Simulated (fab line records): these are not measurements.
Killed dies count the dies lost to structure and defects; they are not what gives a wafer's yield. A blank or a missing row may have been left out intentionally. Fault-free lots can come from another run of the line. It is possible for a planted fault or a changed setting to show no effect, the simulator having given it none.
Matching of chambers / flow sky130 / SKY_VIA1_ETCH_14 on rie-diel-04 has 4 sister chambers
The step etches BARC in N2/H2, stops on SiO2, time 45.9 s, target depth 60 nm. 20 wafers are shown with their chamber, then 10 later ones without.

WAFERS PAIRED WITH THEIR CHAMBERS
wafer=L079.2; chamber=3; drypump-motor-current-A (A)=6.2; h2-flow-sccm (sccm)=200.5; rf-fwd-power-W (W)=496.9
wafer=L079.5; chamber=0; drypump-motor-current-A (A)=6.2; h2-flow-sccm (sccm)=200.3; rf-fwd-power-W (W)=496.2
wafer=L079.6; chamber=3; drypump-motor-current-A (A)=6.2; h2-flow-sccm (sccm)=200.6; rf-fwd-power-W (W)=496.2
wafer=L081.3; chamber=1; drypump-motor-current-A (A)=5.6; h2-flow-sccm (sccm)=200.5; rf-fwd-power-W (W)=495.9
wafer=L081.4; chamber=2; drypump-motor-current-A (A)=5.7; h2-flow-sccm (sccm)=200.5; rf-fwd-power-W (W)=492.3
wafer=L081.6; chamber=0; drypump-motor-current-A (A)=6.3; h2-flow-sccm (sccm)=199.3; rf-fwd-power-W (W)=494.0
wafer=L083.1; chamber=1; drypump-motor-current-A (A)=5.6; h2-flow-sccm (sccm)=199.4; rf-fwd-power-W (W)=494.9
wafer=L083.3; chamber=2; drypump-motor-current-A (A)=5.7; h2-flow-sccm (sccm)=200.4; rf-fwd-power-W (W)=492.2
wafer=L083.5; chamber=0; drypump-motor-current-A (A)=6.3; h2-flow-sccm (sccm)=199.5; rf-fwd-power-W (W)=492.1
wafer=L084.2; chamber=1; drypump-motor-current-A (A)=5.6; h2-flow-sccm (sccm)=199.7; rf-fwd-power-W (W)=499.3
wafer=L084.4; chamber=2; drypump-motor-current-A (A)=5.7; h2-flow-sccm (sccm)=200.4; rf-fwd-power-W (W)=497.1
wafer=L084.6; chamber=2; drypump-motor-current-A (A)=5.7; h2-flow-sccm (sccm)=200.4; rf-fwd-power-W (W)=495.6
wafer=L085.1; chamber=1; drypump-motor-current-A (A)=5.6; h2-flow-sccm (sccm)=199.4; rf-fwd-power-W (W)=496.8
wafer=L085.2; chamber=0; drypump-motor-current-A (A)=6.3; h2-flow-sccm (sccm)=199.5; rf-fwd-power-W (W)=496.3
wafer=L085.6; chamber=0; drypump-motor-current-A (A)=6.3; h2-flow-sccm (sccm)=200.2; rf-fwd-power-W (W)=495.8
wafer=L088.1; chamber=1; drypump-motor-current-A (A)=5.6; h2-flow-sccm (sccm)=200.0; rf-fwd-power-W (W)=493.9
wafer=L088.2; chamber=2; drypump-motor-current-A (A)=5.7; h2-flow-sccm (sccm)=200.8; rf-fwd-power-W (W)=493.7
wafer=L088.5; chamber=0; drypump-motor-current-A (A)=6.3; h2-flow-sccm (sccm)=199.9; rf-fwd-power-W (W)=495.1
wafer=L090.1; chamber=3; drypump-motor-current-A (A)=6.2; h2-flow-sccm (sccm)=199.6; rf-fwd-power-W (W)=492.9
wafer=L090.2; chamber=1; drypump-motor-current-A (A)=5.6; h2-flow-sccm (sccm)=200.4; rf-fwd-power-W (W)=496.8

SIGNATURES (means of the wafers above)
reading=drypump-motor-current-A; chamber 0=6.283; chamber 1=5.600; chamber 2=5.700; chamber 3=6.200; scatter within a chamber=0.0228
reading=h2-flow-sccm; chamber 0=199.783; chamber 1=199.900; chamber 2=200.500; chamber 3=200.233; scatter within a chamber=0.413
reading=rf-fwd-power-W; chamber 0=494.917; chamber 1=496.267; chamber 2=494.180; chamber 3=495.333; scatter within a chamber=1.9
Rule: for each reading, subtract the chamber's mean from the wafer's reading, divide by that reading's scatter and square the result; add these up over the readings and take the root, which gives the wafer's distance from the chamber. The wafer belongs to the nearest chamber; if the next one is less than 2 further off, it can't be placed. The scatter: take each reading less its chamber's mean, square it, sum over the shown wafers, divide by the number of wafers less the number of chambers, and take the root.

WAFERS WITHOUT THEIR CHAMBER
wafer=L090.4; drypump-motor-current-A (A)=6.3; h2-flow-sccm (sccm)=199.5; rf-fwd-power-W (W)=494.4
wafer=L092.1; drypump-motor-current-A (A)=5.6; h2-flow-sccm (sccm)=199.6; rf-fwd-power-W (W)=495.1
wafer=L092.2; drypump-motor-current-A (A)=6.1; h2-flow-sccm (sccm)=200.6; rf-fwd-power-W (W)=496.3
wafer=L092.5; drypump-motor-current-A (A)=6.3; h2-flow-sccm (sccm)=199.7; rf-fwd-power-W (W)=498.4
wafer=L094.1; drypump-motor-current-A (A)=5.6; h2-flow-sccm (sccm)=199.1; rf-fwd-power-W (W)=495.7
wafer=L094.5; drypump-motor-current-A (A)=6.3; h2-flow-sccm (sccm)=200.0; rf-fwd-power-W (W)=493.0
wafer=L094.6; drypump-motor-current-A (A)=6.2; h2-flow-sccm (sccm)=200.1; rf-fwd-power-W (W)=499.1
wafer=L095.3; drypump-motor-current-A (A)=5.7; h2-flow-sccm (sccm)=199.2; rf-fwd-power-W (W)=494.8
wafer=L095.4; drypump-motor-current-A (A)=6.2; h2-flow-sccm (sccm)=199.8; rf-fwd-power-W (W)=493.4
wafer=L095.6; drypump-motor-current-A (A)=6.3; h2-flow-sccm (sccm)=200.0; rf-fwd-power-W (W)=492.7

WHICH CHAMBER EACH ONE RAN IN
wafer=L090.4; from the rows above=0; in truth=0
wafer=L092.1; from the rows above=1; in truth=1
wafer=L092.2; from the rows above=3; in truth=3
wafer=L092.5; from the rows above=0; in truth=0
wafer=L094.1; from the rows above=1; in truth=1
wafer=L094.5; from the rows above=0; in truth=0
wafer=L094.6; from the rows above=3; in truth=3
wafer=L095.3; from the rows above=can't be placed: 2 or 1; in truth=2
wafer=L095.4; from the rows above=3; in truth=3
wafer=L095.6; from the rows above=0; in truth=0
Placed correctly: 9 of 10. Can't be placed from these rows: 1 (the true chamber is among the candidates in 1). Number placed wrongly: 0.
